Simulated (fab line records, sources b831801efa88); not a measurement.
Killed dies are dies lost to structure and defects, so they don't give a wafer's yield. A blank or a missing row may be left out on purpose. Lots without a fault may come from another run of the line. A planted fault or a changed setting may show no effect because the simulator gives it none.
One fault seen from 2 desks | flow sky130 | each desk has only its own numbers; what lay behind them comes last

THE TOOL OWNER'S DESK: pvd_sputter-04
The tool's own readings at SKY_METAL3_SPUTTER_01 (material TiN, target thk 20 nm, time 16.7 s): means of the sampled wafers that have a number, for each lot that ran on this tool. A lot is out of limits, marked OUT, if its mean lies more than 4 standard deviations from the usual mean; the brackets give that distance.
Columns: A = throttle_valve_pct at SKY_METAL3_SPUTTER_01, usual 30.4 %
lot  | first seen here | A
L253 | day 40 02:32    | 30.5
L256 | day 41 10:42    | 31.3
This desk's finding: nothing out of limits on any of the 2 lots.

THE METROLOGY DESK
What the gauges read, lot by lot, whatever tool the lot ran on: means of the sampled wafers that have a number. A lot is out of limits, marked OUT, if its mean lies more than 4 standard deviations from the usual mean; the brackets give that distance.
Columns: A = VIA2_W_RS at SKY_VIA2_RS_MEAS_22, usual 0.2734 ohm/sq; B = VIA2_W_THK at SKY_VIA2_THK_MEAS_23, usual 420 nm
lot  | first seen here | A      | B
L244 | day 36 22:37    | 0.2723 | 415
L253 | day 40 02:02    | 0.2760 | 420
L255 | day 41 09:20    | 0.2764 | 421
L256 | day 41 10:13    | 0.2765 | 416
L264 | day 42 21:11    | 0.2733 | 420
This desk's finding: nothing out of limits on any of the 5 lots.

PUT TOGETHER
The tool owner's desk saw nothing out of limits.
The metrology desk saw nothing out of limits.

WHAT THE SIMULATOR HAD PUT IN
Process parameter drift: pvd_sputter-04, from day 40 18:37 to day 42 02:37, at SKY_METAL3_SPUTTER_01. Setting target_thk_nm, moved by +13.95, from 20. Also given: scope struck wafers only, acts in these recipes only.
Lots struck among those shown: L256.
